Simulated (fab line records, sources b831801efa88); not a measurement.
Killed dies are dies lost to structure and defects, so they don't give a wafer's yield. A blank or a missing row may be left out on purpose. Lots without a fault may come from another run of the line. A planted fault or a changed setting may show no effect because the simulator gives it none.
Which tool did it? | flow gf180mcu | 13 lots, 39 wafers sampled, at 3 steps of a route of 602

WHAT THE GAUGES READ, wafer by wafer
GF_HV_LDD_TW_MEAS_23. Usual: HV_LDD_2_TW 1050, standard deviation 12.
lot  | measured     | on            | HV_LDD_2_TW    | flag
L231 | day 10 20:35 | film_metro-03 | 1049 1052 1052 |
L233 | day 11 10:25 | film_metro-03 | 1054 1056 1054 |
L234 | day 11 16:21 | film_metro-01 | 1037 1031 1034 |
L235 | day 12 03:31 | film_metro-01 | 1030 1028 1027 |
L236 | day 12 10:19 | film_metro-03 | 1052 1053 1053 |
L237 | day 12 14:41 | film_metro-03 | 1051 1057 1057 |
L239 | day 13 10:52 | film_metro-03 | 1062 1050 1055 |
L242 | day 14 10:55 | film_metro-04 | 1059 1062 1061 |
L243 | day 14 17:28 | film_metro-04 | 996 993 1002   | OFF
L245 | day 15 03:49 | film_metro-04 | 992 1000 997   | OFF
L251 | day 17 06:22 | film_metro-04 | 1058 1064 1054 |
L252 | day 17 15:45 | film_metro-01 | 1036 1033 1032 |
L254 | day 18 06:46 | film_metro-01 | 1038 1039 1036 |

GF_M1_OVL_MEAS_15. Usual: M1_OVL -3 nm, standard deviation 5.1.
lot  | measured     | on         | M1_OVL (nm) | flag
L231 | day 17 06:16 | overlay-02 | -4 2 6      |
L233 | day 18 00:28 | overlay-02 | 3 10 -5     |
L234 | day 18 08:04 | overlay-01 | -5 -4 -5    |
L235 | day 18 19:54 | overlay-02 | -2 -13 1    |
L236 | day 19 05:09 | overlay-02 | -7 -3 -2    |
L237 | day 19 10:46 | overlay-02 | 1 -2 5      |
L239 | day 20 12:36 | overlay-01 | 4 -7 -2     |
L242 | day 21 14:46 | overlay-01 | -3 -5 -6    |
L243 | day 21 20:34 | overlay-01 | -4 1 -2     |
L245 | day 22 09:02 | overlay-02 | -1 -8 -4    |
L251 | day 24 11:49 | overlay-01 | -8 -4 0     |
L252 | day 24 22:01 | overlay-02 | 2 -1 -2     |
L254 | day 25 10:36 | overlay-01 | -14 -10 -11 |

WHICH TOOL RAN EACH LOT (tool, then ch and the chambers of the sampled wafers, then the start)
lot  | GF_HV_LDD_IMPLANT_21
L231 | implanter-02 ch 0, day 10 20:23
L233 | implanter-02 ch 0, day 11 10:11
L234 | implanter-04 ch 0, day 11 16:06
L235 | implanter-03 ch 0, day 12 03:16
L236 | implanter-02 ch 0, day 12 10:04
L237 | implanter-03 ch 0, day 12 14:26
L239 | implanter-03 ch 0, day 13 10:38
L242 | implanter-04 ch 0, day 14 10:41
L243 | implanter-03 ch 0, day 14 17:15
L245 | implanter-03 ch 0, day 15 03:37
L251 | implanter-02 ch 0, day 17 06:08
L252 | implanter-02 ch 0, day 17 15:30
L254 | implanter-03 ch 0, day 18 06:32
- GF_HV_LDD_IMPLANT_21

WHAT THE TOOLS THEMSELVES READ (means of the sampled wafers that have a number; where no wafer has one, the mark that the record gives instead)
GF_HV_LDD_IMPLANT_21. Usual: beam_on_s 10.01 s, standard deviation 0.2; faraday_current_uA 282, standard deviation 5.5.
lot  | tool         | beam_on_s (s) | faraday_current_uA | flag
L231 | implanter-02 | 9.90          | 285                |
L233 | implanter-02 | 10.01         | 282                |
L234 | implanter-04 | 9.98          | 282                |
L235 | implanter-03 | 10.20         | 276                |
L236 | implanter-02 | 10.07         | 280                |
L237 | implanter-03 | 10.06         | 280                |
L239 | implanter-03 | 10.03         | 281                |
L242 | implanter-04 | 10.11         | 279                |
L243 | implanter-03 | 8.12          | 347                | OFF
L245 | implanter-03 | 8.19          | 344                | OFF
L251 | implanter-02 | 10.05         | 280                |
L252 | implanter-02 | 10.06         | 280                |
L254 | implanter-03 | 9.92          | 285                |

THE ANSWER, worked out from the rows above alone
Rule: a lot is off if the mean of its wafers that have a number lies more than 3 standard deviations from the usual mean. A lot without any number at a reading at which 4 lots or more have one is off too. The other lots that the step has rows for count as sound. The gauges are gone through in route order, then the tools' own readings, and for those a lot's mean is taken as printed above. The first step at which some lot is off is used, and at that step the reading that is off furthest; a lot without a number counts as furthest.
Off: L243, L245, at GF_HV_LDD_TW_MEAS_23 (HV_LDD_2_TW).
A tool fits if, at a process step before that reading, it ran every lot that is off, and no sound lot after the first of them. The gauges at GF_HV_LDD_TW_MEAS_23 aren't tried: what is off there is off at GF_HV_LDD_IMPLANT_21 too, on other tools, and a gauge's error can't cause that. None of those tried fits.

WHAT THE SIMULATOR HAD PUT IN
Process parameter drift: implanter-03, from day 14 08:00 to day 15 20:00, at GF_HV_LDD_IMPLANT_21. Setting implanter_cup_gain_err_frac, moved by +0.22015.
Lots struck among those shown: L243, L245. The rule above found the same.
